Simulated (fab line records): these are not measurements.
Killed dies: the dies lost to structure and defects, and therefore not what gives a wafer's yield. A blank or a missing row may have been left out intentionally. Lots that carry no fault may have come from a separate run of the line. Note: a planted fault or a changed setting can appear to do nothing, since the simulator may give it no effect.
fab line records	flow gf180mcu
record lots=5	wafers=15	last_day=34
route steps=602 shown V3@449 M4@456 V4@476
lots with no fault: from the same line, run without faults
start_h: the number of hours between the record's first day and the start of the first shown wafer of the lot	wait_h: hours elapsed since this lot's preceding step	" same as the row above	L1.1+2: several wafers, shown together as one row	- no value, or no start was given	* or withheld: withheld	< > ~ a bound
route shown NAME@n: names a module that has steps shown in the file, with the first one's number in the route	usual: the fault-free wafers' mean and standard deviation	same: alike in all rows	chamber/n: place in a boat	sites: each site's reading	_std_site: the values' standard deviation	_edge_site: outer sites' mean less inner sites'	radius_mm: for every site, how far away it sits from the centre of the wafer	mask NAME#n: copy n	behind: tool/chamber where the wafer was last shaped	hold: reason for holding the lot/hours on hold/outcome of the hold	device: transistor that didn't switch, given as n, p or np	end of line: tests run on the same wafers once the route is complete	a step given without rows: its recipe and nothing more	killed: count of dies lost to structure and defects at first sort (not the wafer's yield)	map: the dies of a wafer, with x for killed, . for not killed, _ for no die there
set.NAME: the run value of the setting; set.NAME@STEP: its run value at that earlier step	model.NAME: the simulator's own value behind a step, which no gauge read
lots at selected steps of the route; one table per step, one row per wafer
services: when a tool's chamber went out of use (start_h, in hours from the record's first day, below 0 if earlier), for how many hours, and the reason
## steps
# step GF_V3_CLEAN_20
# recipe chemistry=DIW	dry=n2_spin
lot.wafer	tool	chamber	start_h	wait_h
L074.2+3+4	wet_bench-03	1	520.44	0.0
L081.1+4+5	wet_bench-01	0	579.76	0.0
L085.1+2+5	wet_bench-04	1	612.26	0.0
L089.1+3+6	wet_bench-03	1	645.44	0.0
L096.1+3+5	wet_bench-03	0	687.08	0.0
# step GF_V3_SPUTTER_21
# recipe material=Ti	target_thk_nm=15	chamber_pressure_pa=5	power_w=2500	substrate_temp_c=200	time_s=80.02
# usual substrate_temp_c=200.03/0.15	throttle_valve_pct=29.6/0.84
lot.wafer	tool	chamber	start_h	wait_h	substrate_temp_c	throttle_valve_pct
L074.2	pvd_sputter-01	-	520.54	0.0	199.91	30.5
L074.3	"	-	"	"	200.33	29.9
L074.4	"	-	"	"	200.29	29.6
L081.1	pvd_sputter-04	-	579.85	0.0	200.06	28.2
L081.4	"	-	"	"	200.15	28.9
L081.5	"	-	"	"	200.03	29.8
L085.1	pvd_sputter-02	-	612.35	0.0	200.03	29.1
L085.2	"	-	"	"	199.76	28.2
L085.5	"	-	"	"	199.86	29.5
L089.1	pvd_sputter-02	-	645.53	0.0	200.16	29.1
L089.3	"	-	"	"	200.52	28.3
L089.6	"	-	"	"	199.86	29.4
L096.1	pvd_sputter-04	-	687.18	0.0	200.11	29.6
L096.3	"	-	"	"	200.11	29.6
L096.5	"	-	"	"	200.22	28.7
# step GF_V3_SPUTTER_22
# recipe material=TiN	target_thk_nm=10	chamber_pressure_pa=5	power_w=4000	time_s=40
# usual throttle_valve_pct=29.6/0.86
lot.wafer	tool	chamber	start_h	wait_h	throttle_valve_pct
L074.2	pvd_sputter-01	-	520.60	0.0	30.1
L074.3	"	-	"	"	29.7
L074.4	"	-	"	"	29.6
L081.1	pvd_sputter-04	-	579.91	0.0	28.4
L081.4	"	-	"	"	28.8
L081.5	"	-	"	"	29.6
L085.1	pvd_sputter-02	-	612.41	0.0	28.9
L085.2	"	-	"	"	28.4
L085.5	"	-	"	"	29.6
L089.1	pvd_sputter-02	-	645.59	0.0	28.8
L089.3	"	-	"	"	28.3
L089.6	"	-	"	"	29.6
L096.1	pvd_sputter-04	-	687.25	0.0	29.7
L096.3	"	-	"	"	29.5
L096.5	"	-	"	"	28.9
# step GF_V3_CVD_23
# recipe material=W	target_thk_nm=350	time_s=104.9	temp_c=400	pressure_torr=40
# usual heater_power_w=892/68
lot.wafer	tool	chamber	start_h	wait_h	heater_power_w	since_wet_clean_h
L074.2	cvd_w-02	0	520.64	0.0	963	117
L074.3	"	0	"	"	936	-
L074.4	"	1	"	"	783	-
L081.1	cvd_w-01	1	579.95	0.0	855	676
L081.4	"	1	"	"	874	-
L081.5	"	1	"	"	855	-
L085.1	cvd_w-02	1	612.45	0.0	770	208
L085.2	"	0	"	"	945	208
L085.5	"	0	"	"	967	-
L089.1	cvd_w-01	1	645.63	0.0	891	742
L089.3	"	0	"	"	945	-
L089.6	"	0	"	"	978	-
L096.1	cvd_w-02	0	687.28	0.0	946	283
L096.3	"	0	"	"	954	-
L096.5	"	1	"	"	788	-
# step GF_V3_RS_MEAS_24
# recipe thk_meas_gauge=four-point-probe	reads=W_of_V3_CVD_23+TiN_of_V3_SPUTTER_22+Ti_of_V3_SPUTTER_21
# usual V3_W_RS=0.328/0.0051
lot.wafer	tool	chamber	start_h	wait_h	V3_W_RS[ohm/sq]
L074.2	film_metro-01	-	520.77	0.1	0.331
L074.3	"	-	"	"	0.330
L074.4	"	-	"	"	0.326
L081.1	film_metro-01	-	580.06	0.1	0.334
L081.4	"	-	"	"	0.332
L081.5	"	-	"	"	0.333
L085.1	film_metro-03	-	612.56	0.1	0.321
L085.2	"	-	"	"	0.326
L085.5	"	-	"	"	0.328
L089.1	film_metro-01	-	645.74	0.1	0.331
L089.3	"	-	"	"	0.327
L089.6	"	-	"	"	0.319
L096.1	film_metro-03	-	687.40	0.1	0.332
L096.3	"	-	"	"	0.326
L096.5	"	-	"	"	0.322
# step GF_V3_THK_MEAS_25
# recipe thk_meas_gauge=xrf	reads=W_of_V3_CVD_23
# usual V3_W_THK=355/6.2
lot.wafer	tool	chamber	start_h	wait_h	V3_W_THK[nm]
L074.2	film_metro-01	-	520.88	0.1	351
L074.3	"	-	"	"	352
L074.4	"	-	"	"	354
L081.1	film_metro-01	-	580.18	0.1	341
L081.4	"	-	"	"	345
L081.5	"	-	"	"	344
L085.1	film_metro-03	-	612.68	0.1	360
L085.2	"	-	"	"	355
L085.5	"	-	"	"	352
L089.1	film_metro-01	-	645.86	0.1	350
L089.3	"	-	"	"	357
L089.6	"	-	"	"	364
L096.1	film_metro-03	-	687.52	0.1	352
L096.3	"	-	"	"	359
L096.5	"	-	"	"	360
# step GF_V3_CMP_26
# recipe stop_on=SiO2	down_force_psi=3.5	platen_rpm=60	t_overpolish_s=15	target_thk_nm=0	pad_velocity_m_s=0.94248
# usual motor_current_A=11.5/0.95	overpolish_run_s=15.001/0.0089	retaining_ring_pressure_frac=1.000/0.0053	slurry_filter_dp_kPa=13.51/0.13	time_to_endpoint_s=84/4.6
lot.wafer	tool	chamber	start_h	wait_h	motor_current_A	overpolish_run_s	retaining_ring_pressure_frac	slurry_filter_dp_kPa	time_to_endpoint_s
L074.3	cmp-01	3	520.98	0.1	12.3	15.000	1.006	13.41	82
L074.4	"	0	"	"	12.7	15.002	0.997	13.49	85
L074.2	"	1	"	"	10.1	15.008	0.999	13.60	91
L081.1	cmp-01	2	580.24	0.1	11.8	14.990	0.998	13.47	75
L081.4	"	0	"	"	12.9	14.999	0.997	13.28	80
L081.5	"	2	"	"	12.0	15.007	0.994	13.73	76
L085.2	cmp-02	3	612.74	0.0	11.7	14.996	0.983	13.59	79
L085.1	"	0	"	"	9.9	15.011	0.999	13.49	80
L085.5	"	0	"	"	10.0	14.999	1.001	13.68	80
L089.3	cmp-02	0	645.92	0.0	10.1	14.986	0.991	13.63	83
L089.1	"	2	"	"	10.8	15.001	1.003	13.25	88
L089.6	"	0	"	"	10.3	15.006	0.995	13.42	83
L096.3	cmp-02	0	687.58	0.0	10.3	15.014	1.004	13.42	78
L096.1	"	1	"	"	12.7	14.993	1.004	13.65	86
L096.5	"	0	"	"	10.3	14.993	0.996	13.58	82
# step GF_M4_SPUTTER_00
# recipe material=Ti	target_thk_nm=37.5	arriving_ion_energy_ev=80	substrate_temp_c=200	chamber_pressure_pa=2	power_w=4000	time_s=150
# usual substrate_temp_c=200.00/0.17	throttle_valve_pct=29.5/0.89
lot.wafer	tool	chamber	start_h	wait_h	substrate_temp_c	throttle_valve_pct
L074.2	pvd_sputter-04	-	521.23	0.1	200.13	29.7
L074.3	"	-	"	"	200.14	28.9
L074.4	"	-	"	"	200.05	28.5
L081.1	pvd_sputter-03	-	580.54	0.2	199.73	29.6
L081.4	"	-	"	"	200.28	31.3
L081.5	"	-	"	"	199.91	30.0
L085.1	pvd_sputter-02	-	613.04	0.2	200.06	29.2
L085.2	"	-	"	"	200.21	30.5
L085.5	"	-	"	"	199.79	29.4
L089.1	pvd_sputter-02	-	646.22	0.1	199.91	28.2
L089.3	"	-	"	"	200.28	29.2
L089.6	"	-	"	"	199.87	29.1
L096.1	pvd_sputter-02	-	687.88	0.2	199.99	29.2
L096.3	"	-	"	"	199.98	30.7
L096.5	"	-	"	"	199.83	28.4
# step GF_M4_SPUTTER_01
# recipe material=TiN	target_thk_nm=30	power_w=6500	time_s=25	chamber_pressure_pa=0.4
# usual throttle_valve_pct=29.5/0.91
lot.wafer	tool	chamber	start_h	wait_h	throttle_valve_pct
L074.2	pvd_sputter-04	-	521.33	0.1	29.7
L074.3	"	-	"	"	28.7
L074.4	"	-	"	"	28.1
L081.1	pvd_sputter-03	-	580.64	0.1	29.4
L081.4	"	-	"	"	31.3
L081.5	"	-	"	"	29.6
L085.1	pvd_sputter-02	-	613.14	0.1	28.9
L085.2	"	-	"	"	30.6
L085.5	"	-	"	"	29.3
L089.1	pvd_sputter-02	-	646.32	0.1	28.2
L089.3	"	-	"	"	29.7
L089.6	"	-	"	"	29.1
L096.1	pvd_sputter-02	-	687.98	0.1	29.5
L096.3	"	-	"	"	30.5
L096.5	"	-	"	"	28.3
# step GF_M4_SPUTTER_02
# recipe material=AlCu	target_thk_nm=450	power_w=10600	time_s=23.9	chamber_pressure_pa=0.4
# usual throttle_valve_pct=29.5/0.89
lot.wafer	tool	chamber	start_h	wait_h	throttle_valve_pct
L074.2	pvd_sputter-04	-	521.36	0.0	29.6
L074.3	"	-	"	"	28.5
L074.4	"	-	"	"	28.6
L081.1	pvd_sputter-03	-	580.67	0.0	29.5
L081.4	"	-	"	"	31.5
L081.5	"	-	"	"	29.5
L085.1	pvd_sputter-02	-	613.17	0.0	29.2
L085.2	"	-	"	"	30.8
L085.5	"	-	"	"	29.6
L089.1	pvd_sputter-02	-	646.35	0.0	28.2
L089.3	"	-	"	"	29.4
L089.6	"	-	"	"	29.0
L096.1	pvd_sputter-02	-	688.01	0.0	29.4
L096.3	"	-	"	"	30.3
L096.5	"	-	"	"	28.2
# step GF_M4_SPUTTER_03
# recipe material=Ti	target_thk_nm=10	substrate_temp_c=300	chamber_pressure_pa=0.3	power_w=3000	time_s=6.7
# usual substrate_temp_c=300.02/0.2	throttle_valve_pct=29.6/0.9
lot.wafer	tool	chamber	start_h	wait_h	substrate_temp_c	throttle_valve_pct
L074.2	pvd_sputter-04	-	521.39	0.0	299.99	29.4
L074.3	"	-	"	"	299.93	28.7
L074.4	"	-	"	"	299.85	28.2
L081.1	pvd_sputter-03	-	580.70	0.0	300.01	29.6
L081.4	"	-	"	"	300.02	31.2
L081.5	"	-	"	"	300.24	29.5
L085.1	pvd_sputter-02	-	613.20	0.0	300.31	29.4
L085.2	"	-	"	"	300.10	30.5
L085.5	"	-	"	"	300.08	29.8
L089.1	pvd_sputter-02	-	646.38	0.0	300.04	28.6
L089.3	"	-	"	"	300.03	29.5
L089.6	"	-	"	"	300.03	29.1
L096.1	pvd_sputter-02	-	688.04	0.0	300.15	29.2
L096.3	"	-	"	"	300.03	30.6
L096.5	"	-	"	"	300.48	28.6
# step GF_M4_SPUTTER_04
# recipe material=TiN	target_thk_nm=50	power_w=6500	time_s=41.7	chamber_pressure_pa=0.4
# usual throttle_valve_pct=29.5/0.91
lot.wafer	tool	chamber	start_h	wait_h	throttle_valve_pct
L074.2	pvd_sputter-04	-	521.41	0.0	29.3
L074.3	"	-	"	"	28.9
L074.4	"	-	"	"	28.3
L081.1	pvd_sputter-03	-	580.72	0.0	29.8
L081.4	"	-	"	"	31.2
L081.5	"	-	"	"	29.8
L085.1	pvd_sputter-02	-	613.22	0.0	29.0
L085.2	"	-	"	"	30.5
L085.5	"	-	"	"	29.4
L089.1	pvd_sputter-02	-	646.40	0.0	28.3
L089.3	"	-	"	"	29.3
L089.6	"	-	"	"	29.1
L096.1	pvd_sputter-02	-	688.06	0.0	29.4
L096.3	"	-	"	"	30.6
L096.5	"	-	"	"	28.3
# step GF_M4_RS_MEAS_05
# recipe thk_meas_gauge=four-point-probe	reads=TiN_of_M4_SPUTTER_04+Ti_of_M4_SPUTTER_03+AlCu_of_M4_SPUTTER_02+TiN_of_M4_SPUTTER_01+Ti_of_M4_SPUTTER_00
# usual M4_ALCU_RS=0.0693/0.00095
lot.wafer	tool	chamber	start_h	wait_h	M4_ALCU_RS[ohm/sq]
L074.2	film_metro-01	-	521.47	0.0	0.0693
L074.3	"	-	"	"	0.0689
L074.4	"	-	"	"	0.0695
L081.1	film_metro-01	-	580.76	0.0	0.0689
L081.4	"	-	"	"	0.0690
L081.5	"	-	"	"	0.0692
L085.1	film_metro-01	-	613.26	0.0	0.0699
L085.2	"	-	"	"	0.0684
L085.5	"	-	"	"	0.0704
L089.1	film_metro-04	-	646.44	0.0	0.0694
L089.3	"	-	"	"	0.0704
L089.6	"	-	"	"	0.0702
L096.1	film_metro-02	-	688.10	0.0	0.0681
L096.3	"	-	"	"	0.0679
L096.5	"	-	"	"	0.0681
# step GF_M4_THK_MEAS_06
# recipe thk_meas_gauge=xrf	reads=AlCu_of_M4_SPUTTER_02
# usual M4_ALCU_THK=453/6.1
lot.wafer	tool	chamber	start_h	wait_h	M4_ALCU_THK[nm]
L074.2	film_metro-01	-	521.58	0.1	453
L074.3	"	-	"	"	456
L074.4	"	-	"	"	449
L081.1	film_metro-01	-	580.88	0.1	452
L081.4	"	-	"	"	451
L081.5	"	-	"	"	451
L085.1	film_metro-01	-	613.38	0.1	449
L085.2	"	-	"	"	461
L085.5	"	-	"	"	447
L089.1	film_metro-04	-	646.56	0.1	455
L089.3	"	-	"	"	447
L089.6	"	-	"	"	451
L096.1	film_metro-02	-	688.22	0.1	459
L096.3	"	-	"	"	460
L096.5	"	-	"	"	459
# step GF_M4_DEHYDRATE_07
# recipe temp_c=200	time_s=60
# usual resist_line_temp_C=22.99/0.086
lot.wafer	tool	chamber	start_h	wait_h	resist_line_temp_C
L074.2	litho_track-04	0	532.49	10.9	23.06
L074.3	"	0	"	"	23.05
L074.4	"	0	"	"	23.06
L081.1	litho_track-02	0	591.71	10.8	23.00
L081.4	"	0	"	"	23.03
L081.5	"	0	"	"	23.06
L085.1	litho_track-02	0	623.41	10.0	23.06
L085.2	"	0	"	"	23.03
L085.5	"	0	"	"	22.98
L089.1	litho_track-01	0	655.33	8.8	22.97
L089.3	"	0	"	"	22.78
L089.6	"	0	"	"	22.87
L096.1	litho_track-04	0	696.96	8.7	22.94
L096.3	"	0	"	"	22.97
L096.5	"	0	"	"	23.00
# step GF_M4_HMDS_08
# recipe prime_time_s=60	prime_temp_c=120
# usual resist_line_temp_C=22.99/0.098
lot.wafer	tool	chamber	start_h	wait_h	resist_line_temp_C
L074.2	litho_track-04	0	532.64	0.1	23.07
L074.3	"	0	"	"	23.15
L074.4	"	0	"	"	22.87
L081.1	litho_track-02	0	591.86	0.1	23.20
L081.4	"	0	"	"	22.97
L081.5	"	0	"	"	23.16
L085.1	litho_track-02	0	623.56	0.1	22.99
L085.2	"	0	"	"	23.01
L085.5	"	0	"	"	23.01
L089.1	litho_track-01	0	655.48	0.1	22.88
L089.3	"	0	"	"	22.89
L089.6	"	0	"	"	23.03
L096.1	litho_track-04	0	697.11	0.1	23.17
L096.3	"	0	"	"	23.18
L096.5	"	0	"	"	23.15
# step GF_M4_COAT_09
# recipe resist=KrF	spin_rpm=withheld	resist_thk_nm=1000
# usual resist_line_temp_C=23.00/0.096
lot.wafer	tool	chamber	start_h	wait_h	resist_line_temp_C
L074.2	litho_track-04	0	532.79	0.1	23.07
L074.3	"	0	"	"	22.89
L074.4	"	0	"	"	22.94
L081.1	litho_track-02	0	592.01	0.1	23.16
L081.4	"	0	"	"	23.13
L081.5	"	0	"	"	23.04
L085.1	litho_track-02	0	623.71	0.1	23.03
L085.2	"	0	"	"	23.12
L085.5	"	0	"	"	22.98
L089.1	litho_track-01	0	655.63	0.1	23.11
L089.3	"	0	"	"	23.03
L089.6	"	0	"	"	23.14
L096.1	litho_track-04	0	697.26	0.1	22.98
L096.3	"	0	"	"	23.01
L096.5	"	0	"	"	23.06
# step GF_M4_SOFTBAKE_10
# recipe temp_c=130	time_s=60	resist=KrF
# usual resist_line_temp_C=22.97/0.11
lot.wafer	tool	chamber	start_h	wait_h	resist_line_temp_C
L074.2	litho_track-04	0	532.94	0.1	23.23
L074.3	"	0	"	"	23.06
L074.4	"	0	"	"	23.03
L081.1	litho_track-02	0	592.16	0.1	23.02
L081.4	"	0	"	"	22.99
L081.5	"	0	"	"	23.09
L085.1	litho_track-02	0	623.86	0.1	23.06
L085.2	"	0	"	"	23.04
L085.5	"	0	"	"	22.99
L089.1	litho_track-01	0	655.78	0.1	22.91
L089.3	"	0	"	"	22.84
L089.6	"	0	"	"	23.05
L096.1	litho_track-04	0	697.41	0.1	22.93
L096.3	"	0	"	"	22.85
L096.5	"	0	"	"	22.94
# step GF_M4_EXPOSE_11
# recipe mask_id=Metal4	target_cd_nm=280	na=0.68	source_shape=conventional	sigma_outer=0.6	dose_mj=28
# usual stage_vel_mm_s=499.97/0.23
lot.wafer	tool	chamber	start_h	wait_h	mask	stage_vel_mm_s
L074.2	krf_scanner-01	0	-	-	Metal4#0	499.97
L074.3	"	0	"	"	Metal4#0	500.07
L074.4	"	0	"	"	Metal4#0	500.15
L081.1	krf_scanner-02	0	-	-	Metal4#0	499.87
L081.4	"	0	"	"	Metal4#0	500.04
L081.5	"	0	"	"	Metal4#0	499.66
L085.1	krf_scanner-01	0	-	-	Metal4#0	499.76
L085.2	"	0	"	"	Metal4#0	500.08
L085.5	"	0	"	"	Metal4#0	499.97
L089.1	krf_scanner-02	0	-	-	Metal4#0	500.22
L089.3	"	0	"	"	Metal4#0	500.16
L089.6	"	0	"	"	Metal4#0	500.09
L096.1	krf_scanner-02	0	-	-	Metal4#0	499.87
L096.3	"	0	"	"	Metal4#0	500.12
L096.5	"	0	"	"	Metal4#0	499.86
# step GF_M4_PEB_12
# recipe peb_temp_c=135	peb_time_s=90	resist=KrF
# usual resist_line_temp_C=22.99/0.1
lot.wafer	tool	chamber	start_h	wait_h	resist_line_temp_C
L074.2	litho_track-01	0	-	-	22.96
L074.3	"	0	"	"	22.79
L074.4	"	0	"	"	22.85
L081.1	litho_track-02	0	-	-	22.96
L081.4	"	0	"	"	23.08
L081.5	"	0	"	"	22.84
L085.1	litho_track-02	0	-	-	22.92
L085.2	"	0	"	"	23.10
L085.5	"	0	"	"	22.90
L089.1	litho_track-01	0	-	-	22.94
L089.3	"	0	"	"	22.91
L089.6	"	0	"	"	22.83
L096.1	litho_track-02	0	-	-	22.90
L096.3	"	0	"	"	22.97
L096.5	"	0	"	"	22.89
# step GF_M4_DEVELOP_13
# recipe develop_time_s=60	dev_temp_c=21
# usual resist_line_temp_C=23.03/0.11
lot.wafer	tool	chamber	start_h	wait_h	resist_line_temp_C
L074.2	litho_track-01	0	544.41	0.2	23.01
L074.3	"	0	"	"	22.73
L074.4	"	0	"	"	22.80
L081.1	litho_track-02	0	602.31	0.2	23.13
L081.4	"	0	"	"	23.16
L081.5	"	0	"	"	23.05
L085.1	litho_track-02	0	633.61	0.2	23.10
L085.2	"	0	"	"	23.10
L085.5	"	0	"	"	23.09
L089.1	litho_track-01	0	664.93	0.2	23.05
L089.3	"	0	"	"	23.00
L089.6	"	0	"	"	23.10
L096.1	litho_track-02	0	706.56	0.2	23.10
L096.3	"	0	"	"	22.95
L096.5	"	0	"	"	23.07
# step GF_M4_CD_MEAS_14
# recipe target_cd_nm=280
# usual cd_nm=280.3/1.2
lot.wafer	tool	chamber	start_h	wait_h	cd_nm
L074.2	cd_sem-01	-	544.55	0.1	281.1
L074.3	"	-	"	"	281.9
L074.4	"	-	"	"	280.7
L081.1	cd_sem-02	-	602.46	0.1	280.8
L081.4	"	-	"	"	279.6
L081.5	"	-	"	"	279.4
L085.1	cd_sem-02	-	633.76	0.1	279.6
L085.2	"	-	"	"	279.3
L085.5	"	-	"	"	279.8
L089.1	cd_sem-01	-	665.08	0.1	278.5
L089.3	"	-	"	"	279.2
L089.6	"	-	"	"	279.1
L096.1	cd_sem-01	-	706.71	0.1	281.2
L096.3	"	-	"	"	281.1
L096.5	"	-	"	"	281.0
# step GF_M4_OVL_MEAS_15
# usual M4_OVL=-2/5
lot.wafer	tool	chamber	start_h	wait_h	M4_OVL[nm]
L074.2	overlay-02	-	544.66	0.1	-3
L074.3	"	-	"	"	3
L074.4	"	-	"	"	0
L081.1	overlay-02	-	602.58	0.1	-4
L081.4	"	-	"	"	-6
L081.5	"	-	"	"	3
L085.1	overlay-02	-	633.88	0.1	2
L085.2	"	-	"	"	2
L085.5	"	-	"	"	2
L089.1	overlay-01	-	665.20	0.1	-7
L089.3	"	-	"	"	-10
L089.6	"	-	"	"	1
L096.1	overlay-02	-	706.83	0.1	-2
L096.3	"	-	"	"	-1
L096.5	"	-	"	"	-4
# step GF_M4_METAL_ETCH_16
# recipe chemistry=Cl2/BCl3	mask_material=KrF	target_depth_nm=627.5	stop_on=SiO2	pressure_mtorr=8	icp_w=800	bias_w=140	Cl2_flow_sccm=80	bcl3_flow_sccm=40	time_s=104.6
# usual drypump_motor_current_A=5.61/0.17	oes_product_au=0.973/0.0081	throttle_valve_pct=28.249/0.01
lot.wafer	tool	chamber	start_h	wait_h	drypump_motor_current_A	oes_product_au	rf_hours_counter_h	throttle_valve_pct
L074.2	rie_metal-01	1	544.69	0.0	5.78	0.978	10	28.247
L074.3	"	0	"	"	5.73	0.976	-	28.249
L074.4	"	1	"	"	5.79	0.984	-	28.255
L081.1	rie_metal-01	0	602.62	0.0	5.75	0.983	9	28.241
L081.4	"	0	"	"	5.74	0.976	-	28.268
L081.5	"	1	"	"	5.79	0.975	-	28.239
L085.1	rie_metal-02	0	633.91	0.0	5.32	0.970	2	28.256
L085.2	"	1	"	"	5.42	0.978	5	28.239
L085.5	"	1	"	"	5.43	0.961	-	28.257
L089.1	rie_metal-01	0	665.24	0.0	5.75	0.978	12	28.240
L089.3	"	0	"	"	5.74	0.970	-	28.261
L089.6	"	1	"	"	5.78	0.967	-	28.253
L096.1	rie_metal-01	1	706.86	0.0	5.76	0.979	2	28.240
L096.3	"	1	"	"	5.79	0.983	-	28.227
L096.5	"	0	"	"	5.72	0.976	-	28.233
# step GF_M4_STRIP_17
# recipe chemistry=O2/N2	power_w=1400	pressure_mtorr=1500	platen_temp_c=250	o2_flow_sccm=3000	n2_flow_sccm=300	overash_fraction=0.5
# usual drypump_motor_current_A=5.8/0.49	heater_power_w=324/24	oes_product_au=0.558/0.0048	strip_time_to_endpoint_s=7.86/0.058
lot.wafer	tool	chamber	start_h	wait_h	drypump_motor_current_A	heater_power_w	oes_product_au	rf_hours_counter_h	strip_time_to_endpoint_s
L074.2	plasma_asher-01	1	544.80	0.1	5.7	357	0.562	78	7.85
L074.3	"	1	"	"	5.7	348	0.559	-	7.82
L074.4	"	0	"	"	5.0	322	0.559	-	7.84
L081.1	plasma_asher-04	1	602.73	0.1	5.8	362	0.551	98	7.83
L081.4	"	0	"	"	5.2	321	0.559	-	7.85
L081.5	"	0	"	"	5.2	333	0.557	-	7.93
L085.1	plasma_asher-01	1	634.03	0.1	5.7	351	0.563	88	7.85
L085.2	"	0	"	"	5.0	319	0.551	88	7.78
L085.5	"	1	"	"	5.7	352	0.551	-	7.78
L089.1	plasma_asher-02	0	665.35	0.1	6.2	310	0.552	21	7.80
L089.3	"	0	"	"	6.2	312	0.552	-	7.81
L089.6	"	0	"	"	6.3	308	0.568	-	7.85
L096.1	plasma_asher-02	0	706.98	0.1	6.2	300	0.562	27	7.96
L096.3	"	1	"	"	6.2	289	0.552	-	7.94
L096.5	"	0	"	"	6.3	310	0.558	-	7.82
# step GF_M4_STRIP_18
# recipe chemistry=post_etch_residue_remover	time_s=1200	temp_c=72.5
lot.wafer	tool	chamber	start_h	wait_h
L074.2+3+4	wet_bench-03	1	544.90	0.1
L081.1+4+5	wet_bench-02	1	602.88	0.1
L085.1+2+5	wet_bench-02	3	634.13	0.1
L089.1+3+6	wet_bench-03	3	665.45	0.1
L096.1+3+5	wet_bench-02	0	707.08	0.1
# step GF_M4_CLEAN_19
# recipe chemistry=DIW	dry=n2_spin
lot.wafer	tool	chamber	start_h	wait_h
L074.2+3+4	wet_bench-02	1	545.24	0.0
L081.1+4+5	wet_bench-04	0	603.25	0.0
L085.1+2+5	wet_bench-04	1	634.50	0.0
L089.1+3+6	wet_bench-04	2	665.79	0.0
L096.1+3+5	wet_bench-03	2	707.82	0.0
# step GF_V4_CVD_00
# recipe material=SiO2	target_thk_nm=600	sigma_open_frac=0.3	temp_c=400	time_s=100	sih4_flow_sccm=60	pressure_mtorr=6
lot.wafer	tool	chamber	start_h	wait_h
L074.2+3+4	hdpcvd-02	1,0,1	545.43	0.0
L081.1+4+5	hdpcvd-02	1,2,1	603.34	0.0
L085.1+2+5	hdpcvd-02	1,2,2	634.59	0.0
L089.1+3+6	hdpcvd-01	2,1,0	665.89	0.0
L096.1+3+5	hdpcvd-01	2,0,1	707.91	0.0
# step GF_V4_THK_MEAS_01
# recipe reads=SiO2_of_V4_CVD_00
# usual V4_CVD_00_THK=600/6.5
lot.wafer	tool	chamber	start_h	wait_h	V4_CVD_00_THK[nm]
L074.2	film_metro-02	-	545.51	0.0	602
L074.3	"	-	"	"	610
L074.4	"	-	"	"	606
L081.1	film_metro-02	-	603.42	0.0	613
L081.4	"	-	"	"	603
L081.5	"	-	"	"	607
L085.1	film_metro-02	-	634.66	0.0	603
L085.2	"	-	"	"	599
L085.5	"	-	"	"	601
L089.1	film_metro-04	-	665.96	0.0	608
L089.3	"	-	"	"	596
L089.6	"	-	"	"	602
L096.1	film_metro-03	-	707.99	0.0	597
L096.3	"	-	"	"	594
L096.5	"	-	"	"	596
# step GF_V4_CVD_02
# recipe material=SiO2	target_thk_nm=850	precursor=TEOS	temp_c=400	time_s=94.851	rf_w=600
# usual heater_power_w=662/98
lot.wafer	tool	chamber	start_h	wait_h	heater_power_w	since_wet_clean_h
L074.2	pecvd-01	0	545.56	0.0	545	579
L074.3	"	2	"	"	649	579
L074.4	"	2	"	"	524	-
L081.1	pecvd-01	0	603.48	0.1	665	637
L081.4	"	0	"	"	547	-
L081.5	"	2	"	"	634	-
L085.1	pecvd-04	0	634.72	0.1	798	252
L085.2	"	2	"	"	876	252
L085.5	"	2	"	"	683	-
L089.1	pecvd-03	0	666.02	0.1	792	61
L089.3	"	1	"	"	856	61
L089.6	"	1	"	"	729	-
L096.1	pecvd-01	1	708.05	0.1	606	742
L096.3	"	0	"	"	628	742
L096.5	"	2	"	"	605	-
## services
tool	chamber	start_h	hours	kind
cmp-02	-	508.88	1.1	repair
cmp-02	-	511.63	1.4	repair
hdpcvd-02	1	512.96	19.3	repair
krf_scanner-02	-	514.46	1.0	pm
pvd_sputter-04	-	516.07	3.1	repair
hdpcvd-02	-	526.06	3.0	repair
pvd_sputter-03	-	530.80	7.7	repair
pvd_sputter-03	-	553.62	14.8	repair
cmp-02	-	572.63	1.8	repair
wet_bench-03	-	580.17	0.9	repair
krf_scanner-02	-	584.54	0.8	pm
rie_metal-01	-	592.95	0.2	repair
krf_scanner-02	-	594.65	1.3	pm
hdpcvd-02	-	604.40	6.0	pm
wet_bench-02	-	605.97	1.5	repair
krf_scanner-02	-	612.75	1.7	repair
pecvd-01	-	614.37	6.0	pm
pvd_sputter-02	-	616.88	3.5	repair
cmp-02	-	630.34	0.5	repair
cvd_w-02	-	632.32	14.6	pm
rie_metal-01	1	636.20	5.8	repair
pecvd-01	1	648.81	4.6	repair
krf_scanner-02	-	682.77	1.7	repair
wet_bench-03	-	685.96	1.1	repair
## key
fault none
